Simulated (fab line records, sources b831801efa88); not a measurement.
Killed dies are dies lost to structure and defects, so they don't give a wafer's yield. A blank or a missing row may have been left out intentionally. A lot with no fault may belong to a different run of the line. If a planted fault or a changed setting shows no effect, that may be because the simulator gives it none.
8D (eight disciplines) problem report, filled in by code + flow sky130 + the parts of the form that need people (team, actions taken, sign-off) are left out

## 1. THE ISSUE
Mean VT_ADJUST_HVTR_OVL at SKY_VT_ADJUST_HVTR_OVL_MEAS_08: -149.7 nm over 9 wafers in 3 lots; fault-free wafers: -0.4 nm, standard deviation 1.5. So: -99 or more standard deviations from the usual mean.
First observed at day 11 12:39: wafer L592.1, on overlay-01. At this step, 39 wafers from 13 lots have a number in the record. The rule behind "out" and "out of limits": a value lying over 4 standard deviations away from the usual mean. The rest of the wafers with a number are treated as sound.

## 2. WHAT IT IS, WHAT IT ISN'T
| question                    | is                     | is not                                                                                                  |
|-----------------------------|------------------------|---------------------------------------------------------------------------------------------------------|
| which readings at this step | VT_ADJUST_HVTR_OVL     | -                                                                                                       |
| which lots                  | L592, L594, L595       | L586, L590, L591, L593, L600, L605, L606, L607, L608, L609                                              |
| which wafers of those lots  | all that have a number | -                                                                                                       |
| read on which gauges        | overlay-01             | overlay-02                                                                                              |
| when                        | from day 11 12:39      | up to then (9 sound wafers); but 21 sound wafers of L593, L600, L605, L606, L607, L608, L609 came after |

## 3. THE SUSPECTS, EACH WITH WHAT RULES IT OUT
Counting: any tool at a process step up to the reading is kept as a suspect provided that every lot that is out went through it and no sound lot did after the first of them.
- the gauge at SKY_VT_ADJUST_HVTR_OVL_MEAS_08: kept. All the wafers that are out were read on overlay-01, and no step on other tools shows them out.
- iline stepper-02 at SKY_VT_ADJUST_HVTR_EXPOSE_04 (exposes mask HVTRM, target cd 380 nm): kept. It ran every lot that is out, first L592 (day 11 00:58), and no sound lot after that; its last sound lot up to then is L591 (day 10 19:53).
The count leaves overlay-01 at SKY_VT_ADJUST_HVTR_OVL_MEAS_08 and iline stepper-02 at SKY_VT_ADJUST_HVTR_EXPOSE_04.

## 4. THE CAUSE (what the simulator had put in)
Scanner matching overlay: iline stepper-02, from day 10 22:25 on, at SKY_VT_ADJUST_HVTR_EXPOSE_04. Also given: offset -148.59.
Counting leaves 2 suspects; this tool is one of them.

## 5. THE CHAIN OF EFFECTS, in route order
Rows list readings where the struck wafers' mean (over those with a number) sits beyond 3 standard deviations from the usual. Only readings whose record carries a usual standard deviation are examined. hours: median over the lots of the time between each lot's start at the first step of this table that gives one and its start at this step. sigmas: the change, counted in usual standard deviations.
| hours | step                           | reading            | usual   | on struck wafers | change | sigmas      |
|-------|--------------------------------|--------------------|---------|------------------|--------|-------------|
| 0     | SKY_VT_ADJUST_HVTR_OVL_MEAS_08 | VT_ADJUST_HVTR_OVL | -0.4 nm | -149.7           | -149.3 | -99 or more |

## 6. WHAT WOULD HAVE CAUGHT IT SOONER
Counted from the fault's start at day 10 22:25, it took 14 hours until the first out-of-limits reading at a measuring or inspecting step in this record, taken at day 11 12:39.
L594, L595, from the lots that are out (3), started SKY_VT_ADJUST_HVTR_EXPOSE_04 on iline stepper-02 later than day 11 12:39. A hold on the tool at that time would have spared those 2.
